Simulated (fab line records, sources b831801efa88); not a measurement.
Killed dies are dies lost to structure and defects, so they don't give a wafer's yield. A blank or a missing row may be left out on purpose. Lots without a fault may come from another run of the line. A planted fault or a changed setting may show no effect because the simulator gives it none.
Which tool did it? | flow sky130 | 11 lots, 33 wafers sampled, at 5 steps of a route of 708

WHAT THE GAUGES READ, wafer by wafer
SKY_PWDE_OVL_MEAS_07.
lot  | measured    | on         | PWDE_OVL (nm)
L859 | day 4 03:40 | overlay-01 | 2.0 1.2 1.1
L860 | day 4 04:28 | overlay-01 | -2.3 -0.6 -2.1
L864 | day 5 01:46 | overlay-01 | -3.3 -0.6 -1.9
L872 | day 6 21:19 | overlay-02 | -1.3 -0.6 -0.9
L874 | day 7 13:10 | overlay-02 | 1.8 2.9 0.6
L875 | day 7 19:40 | overlay-01 | -1.5 -0.9 -1.8
L876 | day 7 21:23 | overlay-01 | -0.1 -0.2 -0.9
L877 | day 8 05:10 | overlay-02 | 0.2 -0.3 0.7
L880 | day 8 15:13 | overlay-02 | -1.6 -0.1 -0.7
L881 | day 8 21:20 | overlay-02 | -1.7 0.3 -1.9
L882 | day 9 23:53 | overlay-02 | 2.0 1.7 1.3

SKY_VT_ADJUST_LVTN_OVL_MEAS_18.
lot  | measured     | on         | VT_ADJUST_LVTN_01_OVL (nm)
L859 | day 7 23:52  | overlay-01 | 1.9 2.9 1.0
L860 | day 8 02:01  | overlay-01 | -1.6 0.5 -1.0
L864 | day 9 01:52  | overlay-01 | - - -
L872 | day 11 05:44 | overlay-02 | 1.2 1.1 0.9
L874 | day 11 21:47 | overlay-01 | 2.4 2.2 1.2
L875 | day 12 05:50 | overlay-01 | 1.6 1.3 1.1
L876 | day 12 08:19 | overlay-02 | 1.4 2.1 2.8
L877 | day 12 17:04 | overlay-02 | 1.9 1.6 1.7
L880 | day 13 07:10 | overlay-01 | -1.7 -1.4 1.5
L881 | day 13 14:46 | overlay-01 | -0.8 -1.3 0.3
L882 | day 14 20:41 | overlay-02 | 0.7 0.4 1.0

SKY_VT_ADJUST_LVTN_TW_MEAS_21.
lot  | measured     | on            | VT_ADJUST_LVTN_2_TW
L859 | day 8 00:09  | film_metro-03 | 186.8 186.4 186.0
L860 | day 8 02:18  | film_metro-02 | 189.3 189.2 188.6
L864 | day 9 02:09  | film_metro-03 | 29.7 29.8 29.6
L872 | day 11 06:01 | film_metro-03 | 187.5 186.8 187.3
L874 | day 11 22:04 | film_metro-03 | 186.3 186.5 186.9
L875 | day 12 06:08 | film_metro-04 | 189.1 189.4 189.1
L876 | day 12 08:37 | film_metro-04 | 189.1 188.0 188.4
L877 | day 12 17:21 | film_metro-02 | 187.6 188.4 186.8
L880 | day 13 07:27 | film_metro-03 | 186.8 188.1 186.6
L881 | day 13 15:04 | film_metro-03 | 187.2 186.8 186.2
L882 | day 14 20:58 | film_metro-03 | 186.4 186.5 186.3

SKY_VT_ADJUST_NCORE_OVL_MEAS_08.
lot  | measured     | on         | VT_ADJUST_NCORE_OVL (nm)
L859 | day 8 18:08  | overlay-01 | -2.5 -1.9 -1.3
L860 | day 8 20:02  | overlay-02 | 1.4 0.7 -0.9
L864 | day 9 23:56  | overlay-02 | -1.7 0.1 -1.8
L872 | day 12 04:29 | overlay-01 | -0.4 -0.8 -0.7
L874 | day 12 20:32 | overlay-01 | -3.1 -2.3 -1.7
L875 | day 13 05:25 | overlay-02 | -2.3 -0.6 -0.6
L876 | day 13 08:20 | overlay-01 | 0.4 0.9 0.5
L877 | day 13 17:14 | overlay-01 | 0.0 -1.2 -0.2
L880 | day 14 08:53 | overlay-01 | 0.6 -0.4 -0.4
L881 | day 14 16:57 | overlay-01 | -0.4 0.7 -0.4
L882 | day 15 23:53 | overlay-02 | -2.4 0.2 0.1

WHICH TOOL RAN EACH LOT (tool, then ch and the chambers of the sampled wafers, then the start)
lot  | SKY_VT_ADJUST_LVTN_EXPOSE_15
L859 | iline_stepper-02 ch 0, day 7 14:11
L860 | iline_stepper-01 ch 0, day 7 15:54
L864 | iline_stepper-01 ch 0, day 8 15:47
L872 | iline_stepper-01 ch 0, day 10 18:26
L874 | iline_stepper-02 ch 0, day 11 10:49
L875 | iline_stepper-01 ch 0, day 11 19:03
L876 | iline_stepper-02 ch 0, day 11 21:34
L877 | iline_stepper-02 ch 0, day 12 06:01
L880 | iline_stepper-01 ch 0, day 12 19:08
L881 | iline_stepper-01 ch 0, day 13 02:53
L882 | iline_stepper-01 ch 0, day 14 08:30
- SKY_VT_ADJUST_LVTN_EXPOSE_15: exposes mask HVN STD DERIVED, target cd 600 nm.

WHAT THE TOOLS THEMSELVES READ (means of the sampled wafers that have a number; where no wafer has one, the mark that the record gives instead)
SKY_VT_ADJUST_LVTN_EXPOSE_15.
lot  | tool             | stage_vel_mm_s (mm/s)
L859 | iline_stepper-02 | 500.04
L860 | iline_stepper-01 | 499.98
L864 | iline_stepper-01 | 500.01
L872 | iline_stepper-01 | 499.98
L874 | iline_stepper-02 | 499.93
L875 | iline_stepper-01 | 499.89
L876 | iline_stepper-02 | 500.13
L877 | iline_stepper-02 | 499.84
L880 | iline_stepper-01 | 500.20
L881 | iline_stepper-01 | 499.91
L882 | iline_stepper-01 | 500.08

THE ANSWER, worked out from the rows above alone
Rule: what is usual is taken from the lots themselves. Put in order of their means at a reading, lots are off if they are a third of the lots or fewer, leave a main group of 4 or more, and stand apart from it by a gap of 3 or more times the standard deviation of the main group's means; of several such gaps the widest counts. A main group whose means are all the same, to the digits that the tables above print for the reading, isn't used. A lot without any number at a reading at which 4 lots or more have one is off too. The other lots that the step has rows for count as sound. The gauges are gone through in route order, then the tools' own readings, and for those a lot's mean is taken as printed above. The first step at which some lot is off is used, and at that step the reading that is off furthest; a lot without a number counts as furthest.
Off: L864, at SKY_VT_ADJUST_LVTN_OVL_MEAS_18 (VT_ADJUST_LVTN_01_OVL). Without a number there: L864. The main group: mean 0.9 nm, standard deviation 1.1.
A tool fits if, at a process step before that reading, it ran every lot that is off, and no sound lot after the first of them. The gauges at SKY_VT_ADJUST_LVTN_OVL_MEAS_18 aren't tried: what is off there is off at SKY_VT_ADJUST_LVTN_TW_MEAS_21 too, on other tools, and a gauge's error can't cause that. None of those tried fits.

WHAT THE SIMULATOR HAD PUT IN
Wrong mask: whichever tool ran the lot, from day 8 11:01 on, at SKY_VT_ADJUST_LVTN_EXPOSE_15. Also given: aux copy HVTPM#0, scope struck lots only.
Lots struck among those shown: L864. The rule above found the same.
